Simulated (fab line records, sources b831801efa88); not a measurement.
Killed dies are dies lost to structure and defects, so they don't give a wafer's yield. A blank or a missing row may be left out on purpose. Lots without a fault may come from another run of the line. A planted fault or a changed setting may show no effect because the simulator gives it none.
Which tool did it? | flow sky130 | 11 lots, 33 wafers sampled, at 2 steps of a route of 708

WHAT THE GAUGES READ, wafer by wafer
SKY_METAL5_THK_MEAS_06: measures by xrf.
lot  | measured     | on            | METAL5_ALCU_THK (nm)
L133 | day 42 10:40 | film_metro-03 | 1156 1177 1165
L134 | day 43 11:26 | film_metro-03 | 1155 1170 1156
L138 | day 44 23:50 | film_metro-03 | 1149 1150 1138
L139 | day 45 02:46 | film_metro-04 | 1179 1190 1171
L142 | day 45 04:37 | film_metro-04 | 1156 1157 1151
L141 | day 45 07:10 | film_metro-04 | 1145 1141 1144
L146 | day 46 11:15 | film_metro-02 | 1143 1144 1154
L148 | day 46 20:11 | film_metro-03 | 1167 1166 1171
L151 | day 48 00:47 | film_metro-04 | 1163 1157 1170
L153 | day 48 10:28 | film_metro-02 | 1149 1150 1148
L155 | day 48 12:05 | film_metro-02 | 1156 1160 1162

WHICH TOOL RAN EACH LOT (tool, then ch and the chambers of the sampled wafers, then the start)
lot  | SKY_LDD_LDN_STRIP_12
L133 | plasma_asher-02 ch 0,1, day 22 10:05
L134 | plasma_asher-03 ch 0,1, day 23 01:33
L138 | plasma_asher-02 ch 1, day 25 17:28
L139 | plasma_asher-02 ch 0,1, day 25 21:11
L142 | plasma_asher-02 ch 0,1, day 26 01:56
L141 | plasma_asher-03 ch 1, day 26 03:08
L146 | plasma_asher-02 ch 0,1, day 27 17:47
L148 | plasma_asher-03 ch 0,1, day 28 05:17
L151 | plasma_asher-02 ch 0,1, day 29 20:40
L153 | plasma_asher-03 ch 0,1, day 30 09:44
L155 | plasma_asher-02 ch 0,1, day 30 12:37
- SKY_LDD_LDN_STRIP_12: strips in O2/N2.

THE ANSWER, worked out from the rows above alone
Rule: what is usual is taken from the lots themselves. Put in order of their means at a reading, lots are off if they are a third of the lots or fewer, leave a main group of 4 or more, and stand apart from it by a gap of 3 or more times the standard deviation of the main group's means; of several such gaps the widest counts. A main group whose means are all the same, to the digits that the tables above print for the reading, isn't used. A lot without any number at a reading at which 4 lots or more have one is off too. The other lots that the step has rows for count as sound.
No lot is off at any reading shown: from this, nothing can be told.

WHAT THE SIMULATOR HAD PUT IN
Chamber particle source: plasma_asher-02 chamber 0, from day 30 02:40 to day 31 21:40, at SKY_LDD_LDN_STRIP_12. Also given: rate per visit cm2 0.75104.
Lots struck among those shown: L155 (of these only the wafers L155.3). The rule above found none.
